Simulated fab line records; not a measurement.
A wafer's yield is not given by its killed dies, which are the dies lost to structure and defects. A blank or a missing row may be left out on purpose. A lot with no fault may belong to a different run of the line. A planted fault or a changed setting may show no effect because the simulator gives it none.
8D (eight disciplines) problem report, filled in by code / flow gf180mcu / the parts of the form that need people (team, actions taken, sign-off) are left out

== 1. WHAT IS WRONG ==
Mean of beamEnergyKeV at GF_NSD_IMPLANT_09: 58.979 across 6 wafers in 2 lots; on wafers with no fault it is 59.994 (standard deviation 0.018). That puts it -56 standard deviations away from the usual mean.
First observed at day 17 16:34: wafer L396.2, on implanter-02. The record has a number at this step for 36 wafers belonging to 12 lots. The rule behind "out" and "out of limits": a value lying over 4 standard deviations away from the usual mean. All remaining wafers that have a number are taken as sound.

== 2. WHAT THIS IS AND IS NOT ==
question=which readings at this step | is=beamEnergyKeV | is not=beamOnS, endStationPressureTorr
question=which lots | is=L396, L397 | is not=L384, L385, L387, L388, L390, L393, L402, L405, L406, L407
question=which wafers of those lots | is=all that have a number | is not=-
question=read on which tools | is=implanter-02 | is not=implanter-01, implanter-04
question=when | is=from day 17 16:34 | is not=up to then (18 sound wafers); but 12 sound wafers of L402, L405, L406, L407 came after

== 3. SUSPECTS, AND WHAT RULES EACH OUT ==
Counting: a tool at any process step up to the reading remains a suspect when it ran all the lots that are out and ran no sound lot after the first of those.
- implanter-02 at GF_NSD_IMPLANT_09: ruled out as a lasting fault. Following L396 (day 17 16:34), the first lot on it that is out, the sound lots L405, L406, L407 were run on it.
Left after counting: nothing in the record.

== 4. THE CAUSE (what the simulator had put in) ==
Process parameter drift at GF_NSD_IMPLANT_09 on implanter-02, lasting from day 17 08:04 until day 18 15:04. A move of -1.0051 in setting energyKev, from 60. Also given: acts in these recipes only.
Counting ruled it out, wrongly.

== 5. THE CHAIN OF EFFECTS, in route order ==
Rows list readings where the struck wafers' mean (over those with a number) sits beyond 3 standard deviations from the usual. Readings are gone through only where the record gives a usual standard deviation; hours: the median, over the lots, of the time from a lot's start at the first step in this table giving one to that lot's start at this step; sigmas: the change measured in usual standard deviations.
hours=0; step=GF_NSD_IMPLANT_09; reading=beamEnergyKeV; usual=59.994; on struck wafers=58.979; change=-1.015; sigmas=-56
hours=0; step=GF_NSD_STRIP_11; reading=stripTimeToEndpointS; usual=22.95 s; on struck wafers=22.82; change=-0.13; sigmas=-3.2
hours=25; step=GF_PSD_RS_MEAS_14; reading=NSD_RS; usual=46.14 ohm/sq; on struck wafers=46.45; change=+0.31; sigmas=+3.1
The process steps in it:
- GF_NSD_IMPLANT_09
- GF_NSD_STRIP_11: strips in O2/N2.
At these later measuring or inspecting steps, every struck wafer for which the step has a row has a number for every such reading, and none has moved that far: GF_CONTACT_THK_MEAS_03.

== 6. WHAT WOULD HAVE CAUGHT IT SOONER ==
First out-of-limits reading in this record: day 17 16:34, which is 8 hours after fault onset at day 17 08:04.
